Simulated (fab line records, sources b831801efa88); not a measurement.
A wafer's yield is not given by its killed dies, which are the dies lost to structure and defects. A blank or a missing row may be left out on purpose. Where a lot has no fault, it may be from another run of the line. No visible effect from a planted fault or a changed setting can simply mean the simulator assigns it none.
A lot that was struck, set against a sound lot / flow gf180mcu / 21 out of 602 route steps
Sound: the wafers L628.1, L628.3, L628.5. The struck wafers were L629.1, L629.5, L629.6. At the end, the cause is stated.
Per side, at each step with rows, come the tool, then ch with its chambers, and then its first start. Under that, the readings that differ: sound wafers / struck wafers / difference of the means / sigmas: that difference in standard deviations of wafers without a fault.
alike: readings with means less than 2 such deviations apart, plus words and numbers identical on both sides. not compared: withheld readings, readings lacking a value on some wafer, bounds such as >300 that could conceal the same value, and numbers that have no deviation in the record and whose values overlap.
The two part at a step that has a row with sigmas, a row that says differs or no value, or rows on one side only. Numbers that have no deviation but don't overlap get no sigmas and don't part them. A reading that every wafer of one side lacks parts them only if that side has two wafers or more.

first, 3 steps without rows for these wafers: GF_MVPSD_EXPOSE_04 (exposes mask MVPSD, target cd 1000 nm); GF_MVPSD_PEB_05; GF_MVPSD_DEVELOP_06 (develop time 60 s).
GF_MVPSD_OVL_MEAS_07:
  sound: overlay-01 at day 6 05:11; struck: overlay-02 at day 6 11:25
  alike: MVPSD_OVL
then, 2 steps without rows for these wafers: GF_MVPSD_IMPLANT_08; GF_MVPSD_IMPLANT_09.
GF_MVPSD_STRIP_10: strips in O2/N2.
  sound on plasmaAsher-01 ch 1, day 6 05:32; struck on plasmaAsher-02 ch 0,1, day 6 11:46
  alike: drypumpMotorCurrentA, heaterPowerW, o2FlowSccm, oesProductAu, stripTimeToEndpointS
  not compared: rfHoursCounterH
GF_MVPSD_TW_MEAS_11:
  sound: filmMetro-03 at day 6 05:38; struck: filmMetro-02 at day 6 11:52
reading=MVPSD_TW; sound=564 564 567; struck=548 549 549; difference=-16; sigmas=-2
then, 4 steps without rows for these wafers: GF_VT_IMPLANT_DEHYDRATE_00 (time 60 s); GF_VT_IMPLANT_HMDS_01 (prime time 60 s); GF_VT_IMPLANT_COAT_02 (resist thk 1000 nm); GF_VT_IMPLANT_SOFTBAKE_03 (time 60 s).
GF_VT_IMPLANT_EXPOSE_04: exposes mask LVPWELL LV AREA, target cd 600 nm.
  sound on ilineStepper-02 ch 0, day 6 13:13; struck on ilineStepper-01 ch 0, day 6 18:57
reading=mask; sound=LVPWELL_LV_AREA#0 LVPWELL_LV_AREA#0 LVPWELL_LV_AREA#0; struck=MVPSD#0 MVPSD#0 MVPSD#0; difference=differs; sigmas=
then, 2 steps without rows for these wafers: GF_VT_IMPLANT_PEB_05; GF_VT_IMPLANT_DEVELOP_06 (develop time 60 s).
GF_VT_IMPLANT_OVL_MEAS_07:
  sound: overlay-01 at day 6 20:23; struck: overlay-02 at day 7 02:37
reading=VT_IMPLANT_OVL (nm); sound=-0.9 -0.3 0.0; struck=- - -; difference=no value on the struck wafers; sigmas=
following that, these wafers have no rows for 1 step: GF_VT_IMPLANT_IMPLANT_08.
GF_VT_IMPLANT_STRIP_09: strips in O2/N2.
  sound on plasmaAsher-02 ch 0,1, day 6 20:34; struck on plasmaAsher-02 ch 0,1, day 7 02:49
  alike: drypumpMotorCurrentA, heaterPowerW, o2FlowSccm, oesProductAu, stripTimeToEndpointS
  not compared: rfHoursCounterH
GF_VT_IMPLANT_TW_MEAS_10:
  sound: filmMetro-01 at day 6 20:40; struck: filmMetro-04 at day 7 02:55
reading=VT_IMPLANT_TW; sound=574 576 573; struck=30 30 30; difference=-544; sigmas=-69
then, 1 step without rows for these wafers: GF_VT_IMPLANT_DEHYDRATE_11 (time 60 s).
-- the record jumps here: 24 days lie between the struck wafers' starts before and after (it left off in module VT_IMPLANT and takes up again in module PASSIVATION, whose first step shown is number 602 of the route) --
GF_PASSIVATION_PROBE_99:
  rows exist in the record for the struck wafers here (prober-01, day 30 17:57), but not for the sound ones

== WHERE THEY PART ==
Earliest at GF_MVPSD_TW_MEAS_11; latest, in this record, at GF_PASSIVATION_PROBE_99.

WHY: what the simulator had put in
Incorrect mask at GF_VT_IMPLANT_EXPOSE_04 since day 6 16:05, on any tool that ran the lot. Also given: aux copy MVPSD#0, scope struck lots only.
